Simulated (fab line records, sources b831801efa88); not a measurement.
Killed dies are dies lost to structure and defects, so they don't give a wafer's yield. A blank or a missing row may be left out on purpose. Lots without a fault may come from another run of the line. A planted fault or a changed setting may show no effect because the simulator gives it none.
Which tool did it? | flow sky130 | 24 lots, 72 wafers sampled, at 2 steps of a route of 708

WHAT THE GAUGES READ, wafer by wafer
SKY_CONTACT_BOW_MEAS_05.
lot  | measured     | on            | CONTACT_BOW (um)
L074 | day 29 22:47 | film_metro-03 | 74 89 83
L075 | day 30 01:10 | film_metro-02 | 89 75 75
L076 | day 31 04:41 | film_metro-03 | 86 80 97
L077 | day 31 18:17 | film_metro-03 | 71 72 85
L078 | day 33 02:56 | film_metro-03 | 65 78 88
L079 | day 33 04:47 | film_metro-03 | 82 102 88
L080 | day 33 13:29 | film_metro-02 | 75 72 80
L082 | day 33 19:15 | film_metro-04 | 86 71 94
L081 | day 33 21:23 | film_metro-04 | 80 82 80
L083 | day 33 23:23 | film_metro-03 | 85 82 83
L084 | day 33 23:44 | film_metro-04 | 84 83 72
L085 | day 34 00:33 | film_metro-02 | 77 86 78
L087 | day 35 02:49 | film_metro-02 | 88 74 84
L086 | day 35 05:20 | film_metro-04 | 76 82 92
L090 | day 36 03:29 | film_metro-02 | 82 93 84
L088 | day 36 05:46 | film_metro-02 | 82 92 78
L089 | day 36 06:02 | film_metro-04 | 92 97 81
L092 | day 36 16:24 | film_metro-02 | 92 82 84
L091 | day 36 17:26 | film_metro-04 | 76 79 81
L093 | day 37 01:09 | film_metro-04 | 77 89 83
L094 | day 37 02:04 | film_metro-02 | 89 77 80
L096 | day 37 11:30 | film_metro-02 | 73 84 65
L095 | day 37 16:38 | film_metro-02 | 70 79 80
L097 | day 37 20:47 | film_metro-02 | 68 76 78

SKY_CONTACT_OVL_MEAS_15.
lot  | measured     | on         | CONTACT_OVL (nm)
L074 | day 31 02:51 | overlay-02 | -12 -4 -1
L075 | day 31 04:19 | overlay-02 | 6 -2 8
L076 | day 32 07:22 | overlay-01 | 4 -1 -1
L077 | day 32 21:17 | overlay-01 | 1 0 3
L078 | day 34 06:03 | overlay-01 | -2 -2 -4
L079 | day 34 07:31 | overlay-02 | -7 -10 -6
L080 | day 34 15:55 | overlay-01 | -5 0 -2
L082 | day 34 22:26 | overlay-01 | -5 -1 0
L081 | day 35 00:53 | overlay-01 | -2 6 6
L083 | day 35 02:16 | overlay-01 | 1 0 -3
L084 | day 35 02:55 | overlay-01 | -11 -1 0
L085 | day 35 03:05 | overlay-02 | -4 -2 2
L087 | day 36 05:31 | overlay-01 | 5 10 6
L086 | day 36 08:04 | overlay-01 | 2 10 4
L090 | day 37 05:04 | overlay-02 | 2 3 1
L088 | day 37 08:04 | overlay-02 | 1 -4 5
L089 | day 37 08:06 | overlay-01 | -8 -4 -2
L092 | day 37 19:04 | overlay-01 | 3 -6 6
L091 | day 37 19:51 | overlay-02 | -10 -3 -1
L093 | day 38 02:58 | overlay-02 | -2 -1 -7
L094 | day 38 04:21 | overlay-01 | 0 1 -3
L096 | day 38 13:25 | overlay-01 | 0 0 6
L095 | day 38 18:25 | overlay-01 | 7 -3 1
L097 | day 38 22:03 | overlay-02 | -4 -6 -6

WHICH TOOL RAN EACH LOT (tool, then ch and the chambers of the sampled wafers, then the start)
The record holds no process step before these readings.

WHAT THE TOOLS THEMSELVES READ (means of the sampled wafers that have a number; where no wafer has one, the mark that the record gives instead)
The record holds no such reading with a usual standard deviation.

THE ANSWER, worked out from the rows above alone
Rule: what is usual is taken from the lots themselves. Put in order of their means at a reading, lots are off if they are a third of the lots or fewer, leave a main group of 4 or more, and stand apart from it by a gap of 3 or more times the standard deviation of the main group's means; of several such gaps the widest counts. A main group whose means are all the same, to the digits that the tables above print for the reading, isn't used. A lot without any number at a reading at which 4 lots or more have one is off too. The other lots that the step has rows for count as sound. The gauges are gone through in route order, then the tools' own readings, and for those a lot's mean is taken as printed above. The first step at which some lot is off is used, and at that step the reading that is off furthest; a lot without a number counts as furthest.
No lot is off at any reading shown: from this, nothing can be told.

WHAT THE SIMULATOR HAD PUT IN
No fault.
